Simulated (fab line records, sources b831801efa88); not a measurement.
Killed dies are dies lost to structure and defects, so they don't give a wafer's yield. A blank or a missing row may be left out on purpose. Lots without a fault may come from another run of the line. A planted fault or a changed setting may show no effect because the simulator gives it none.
A struck lot beside a sound one | flow sky130 | 17 steps out of a route of 708
Sound: wafers L982.2, L982.3, L982.5. Struck: wafers L988.2, L988.3, L988.4. The cause comes at the end.
At each step with rows: each side's tool, then ch and its chambers, then its first start. Under that, the readings that differ: sound wafers | struck wafers | difference of the means | sigmas: that difference in standard deviations of wafers without a fault.
alike: readings whose means differ by less than 2 such deviations, and words and numbers that are the same on both sides. not compared: withheld readings, readings that some wafer has no value for, bounds like >300 that may hide the same value, and numbers for which the record gives no deviation and whose values overlap.
The two part at a step that has a row with sigmas, a row that says differs or no value, or rows on one side only. Numbers that don't overlap but have no deviation are shown without sigmas and don't part them. A reading that every wafer of one side lacks parts them only if that side has two wafers or more.

first, 1 step without rows for these wafers: SKY_LDD_N_IMPLANT_15.
SKY_LDD_N_STRIP_16: strips in O2/N2.
  sound on plasma_asher-01 ch 0,1, day 17 13:55; struck on plasma_asher-02 ch 0,1, day 19 20:57
  alike: drypump_motor_current_A, oes_product_au, strip_time_to_endpoint_s
  not compared: rf_hours_counter_h
SKY_LDD_N_TW_MEAS_17:
  sound on film_metro-04, day 17 14:01; struck on film_metro-04, day 19 21:04
  alike: LDD_N_TW
then, 7 steps without rows for these wafers: SKY_LDD_P_DEHYDRATE_00 (time 60 s); SKY_LDD_P_HMDS_01 (prime time 60 s); SKY_LDD_P_COAT_02 (resist thk 1140 nm); SKY_LDD_P_SOFTBAKE_03 (time 60 s); SKY_LDD_P_EXPOSE_04 (exposes mask PSDM, target cd 380 nm); SKY_LDD_P_PEB_05; SKY_LDD_P_DEVELOP_06 (develop time 60 s).
SKY_LDD_P_CD_MEAS_07: target cd 380 nm.
  sound on cd_sem-01, day 18 18:53; struck on cd_sem-02, day 21 03:05
  alike: cd_nm
SKY_LDD_P_OVL_MEAS_08:
  sound on overlay-02, day 18 19:00; struck on overlay-01, day 21 03:11
  reading        | sound       | struck         | difference | sigmas
  LDD_P_OVL (nm) | 1.2 2.8 1.9 | -1.0 -1.7 -1.5 | -3.4       | -2
SKY_LDD_P_IMPLANT_09:
  sound on implanter-02 ch 0, day 18 19:03; struck on implanter-02 ch 0, day 21 03:15
  reading            | sound                          | struck                        | difference | sigmas
  dose_ions_cm2      | 9.986e+12 1.0012e+13 9.994e+12 | 7.937e+12 7.919e+12 7.926e+12 | -2.070e+12 | -99 or more
  faraday_current_uA | 54.9 56.0 55.2                 | 44.5 44.7 43.2                | -11.2      | -10
  alike: end_station_pressure_torr
SKY_LDD_P_STRIP_10: strips in O2/N2.
  sound on plasma_asher-01 ch 0,1, day 18 19:11; struck on plasma_asher-04 ch 0,1, day 21 03:22
  reading                      | sound             | struck            | difference | sigmas
  strip_time_to_endpoint_s (s) | 14.23 14.26 14.23 | 14.16 14.13 14.16 | -0.09      | -2
  alike: drypump_motor_current_A, oes_product_au
  not compared: rf_hours_counter_h
SKY_LDD_P_TW_MEAS_11:
  sound on film_metro-04, day 18 19:17; struck on film_metro-01, day 21 03:29
  reading  | sound       | struck      | difference | sigmas
  LDD_P_TW | 634 627 631 | 593 592 595 | -37        | -8
then, 1 step without rows for these wafers: SKY_LDD_HVN_DEHYDRATE_00 (time 60 s).
-- the record jumps here: 26 days lie between the struck wafers' starts before and after (it left off in module LDD_HVN and takes up again in module PAD_OPEN, whose first step shown is number 708 of the route) --
SKY_PAD_OPEN_PROBE_99:
  sound on prober-01, day 45 14:41; struck on prober-02, day 47 06:05
  reading                     | sound          | struck         | difference | sigmas
  model.etest.tip_p.rs_ohm_sq | 6857 6879 6891 | 8233 8179 8210 | +1332      |
  alike: killed_at_M0_to_M3, killed_at_M4_up, killed_at_contacts, killed_at_front_end, killed_at_other, killed_dies, killed_open, killed_short

WHERE THEY PART
First at SKY_LDD_P_OVL_MEAS_08; last, within this record, at SKY_LDD_P_TW_MEAS_11. Later steps at which nothing parts them and some readings are alike: SKY_PAD_OPEN_PROBE_99.

WHY: what the simulator had put in
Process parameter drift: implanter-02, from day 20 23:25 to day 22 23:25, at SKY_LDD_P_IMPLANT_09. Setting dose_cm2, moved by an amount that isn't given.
